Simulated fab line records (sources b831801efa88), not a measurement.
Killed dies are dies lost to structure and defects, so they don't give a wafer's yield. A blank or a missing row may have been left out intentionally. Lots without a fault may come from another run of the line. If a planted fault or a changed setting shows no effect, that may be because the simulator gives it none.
Check of tool commonality | flow gf180mcu | 13 lots, 39 wafers sampled

WHAT PROMPTED THE OPENING
At GF_VT_IMPLANT_RS_MEAS_48 the reading LVPWELL_RS is flagged on 3 of 13 lots. Wafers without a fault read 1198 ohm/sq, standard deviation 3.
Rule: flag the lot when none of its wafers has a number, or when each of its wafers that has one lies beyond 4 standard deviations from that mean. As for the other lots, they are considered sound.

lot  | measured     | on           | LVPWELL_RS (ohm/sq), wafer by wafer | flag
L905 | day 7 14:40  | filmMetro-02 | 1202 1198 1202                      | 
L906 | day 7 22:01  | filmMetro-03 | 1198 1197 1200                      | 
L907 | day 8 05:32  | filmMetro-02 | 1196 1197 1194                      | 
L908 | day 8 13:48  | filmMetro-01 | 1242 1241 1244                      | FLAGGED
L909 | day 8 16:47  | filmMetro-02 | 1244 1246 1246                      | FLAGGED
L910 | day 9 03:07  | filmMetro-01 | 1245 1244 1243                      | FLAGGED
L917 | day 10 23:02 | filmMetro-01 | 1200 1204 1203                      | 
L918 | day 11 03:52 | filmMetro-03 | 1196 1193 1197                      | 
L919 | day 11 11:25 | filmMetro-01 | 1199 1194 1196                      | 
L924 | day 13 00:53 | filmMetro-02 | 1196 1198 1197                      | 
L925 | day 13 06:20 | filmMetro-02 | 1198 1198 1200                      | 
L926 | day 13 12:46 | filmMetro-02 | 1197 1201 1202                      | 
L928 | day 14 05:14 | filmMetro-03 | 1195 1200 1195                      | 
Average over the flagged lots: 1244 ohm/sq; offset from the usual +46 ohm/sq, equal to +15 standard deviations.

TOOL THAT RAN EACH LOT
Before the reading, the record contains 2 process steps out of a 602-step route. Each cell gives the tool, then ch followed by the chambers the sampled wafers passed through, then the start.
lot  | flag    | GF_LVPWELL_IMPLANT_08          | GF_VT_IMPLANT_RTA_45
L905 |         | implanter-04 ch 0, day 3 21:44 | rtpAnneal-01 ch 0, day 7 14:19
L906 |         | implanter-03 ch 0, day 4 03:43 | rtpAnneal-02 ch 0, day 7 21:40
L907 |         | implanter-04 ch 0, day 4 10:08 | rtpAnneal-01 ch 0, day 8 05:11
L908 | FLAGGED | implanter-04 ch 0, day 4 16:31 | rtpAnneal-01 ch 0, day 8 13:28
L909 | FLAGGED | implanter-04 ch 0, day 4 20:38 | rtpAnneal-01 ch 0, day 8 16:26
L910 | FLAGGED | implanter-04 ch 0, day 5 03:37 | rtpAnneal-01 ch 0, day 9 02:46
L917 |         | implanter-02 ch 0, day 6 15:53 | rtpAnneal-02 ch 0, day 10 22:42
L918 |         | implanter-02 ch 0, day 6 20:52 | rtpAnneal-02 ch 0, day 11 03:31
L919 |         | implanter-02 ch 0, day 7 01:55 | rtpAnneal-02 ch 0, day 11 11:04
L924 |         | implanter-02 ch 0, day 8 09:52 | rtpAnneal-01 ch 0, day 13 00:33
L925 |         | implanter-03 ch 0, day 8 14:08 | rtpAnneal-02 ch 0, day 13 05:59
L926 |         | implanter-04 ch 0, day 8 21:01 | rtpAnneal-01 ch 0, day 13 12:25
L928 |         | implanter-02 ch 0, day 9 10:29 | rtpAnneal-01 ch 0, day 14 04:53
What is done by these steps:
- GF_LVPWELL_IMPLANT_08
- GF_VT_IMPLANT_RTA_45: time 30 s.
- GF_VT_IMPLANT_RS_MEAS_48: measures by four-point-probe.

FLAGGED OVER TOTAL, TOOL BY TOOL (the gauges that took the reading come last)
step                     | tool         | lots run | flagged | share of the flagged lots | sound lots run after its first flagged lot
GF_LVPWELL_IMPLANT_08    | implanter-02 | 5        | 0       | none                      | -
GF_LVPWELL_IMPLANT_08    | implanter-03 | 2        | 0       | none                      | -
GF_LVPWELL_IMPLANT_08    | implanter-04 | 6        | 3       | all                       | 1 (L926)
GF_VT_IMPLANT_RTA_45     | rtpAnneal-01 | 8        | 3       | all                       | 3 (L924,L926,L928)
GF_VT_IMPLANT_RTA_45     | rtpAnneal-02 | 5        | 0       | none                      | -
GF_VT_IMPLANT_RS_MEAS_48 | filmMetro-01 | 4        | 2       | some                      | 2 (L917,L919)
GF_VT_IMPLANT_RS_MEAS_48 | filmMetro-02 | 6        | 1       | some                      | 3 (L924,L925,L926)
GF_VT_IMPLANT_RS_MEAS_48 | filmMetro-03 | 3        | 0       | none                      | -

WHAT IS ALLOWED BY THE TABLE
In 2 table rows, all flagged lots were run: implanter-04 (GF_LVPWELL_IMPLANT_08), rtpAnneal-01 (GF_VT_IMPLANT_RTA_45).
- implanter-04 at GF_LVPWELL_IMPLANT_08: 3 of its 6 lots flagged. Lots that were sound ran on it after the first flagged one (L926); a persistent fault on the entire tool would not allow that. Its own readings (beamEnergyKeV) fall more than 4 standard deviations out on all wafers of the flagged lots.
- rtpAnneal-01 at GF_VT_IMPLANT_RTA_45: 3 of its 8 lots flagged. Lots that were sound ran on it after the first flagged one (L924, L926, L928); a persistent fault on the entire tool would not allow that.
Every row of the table either missed a flagged lot or ran a sound lot after the first.

WHAT THE SIMULATOR PUT IN
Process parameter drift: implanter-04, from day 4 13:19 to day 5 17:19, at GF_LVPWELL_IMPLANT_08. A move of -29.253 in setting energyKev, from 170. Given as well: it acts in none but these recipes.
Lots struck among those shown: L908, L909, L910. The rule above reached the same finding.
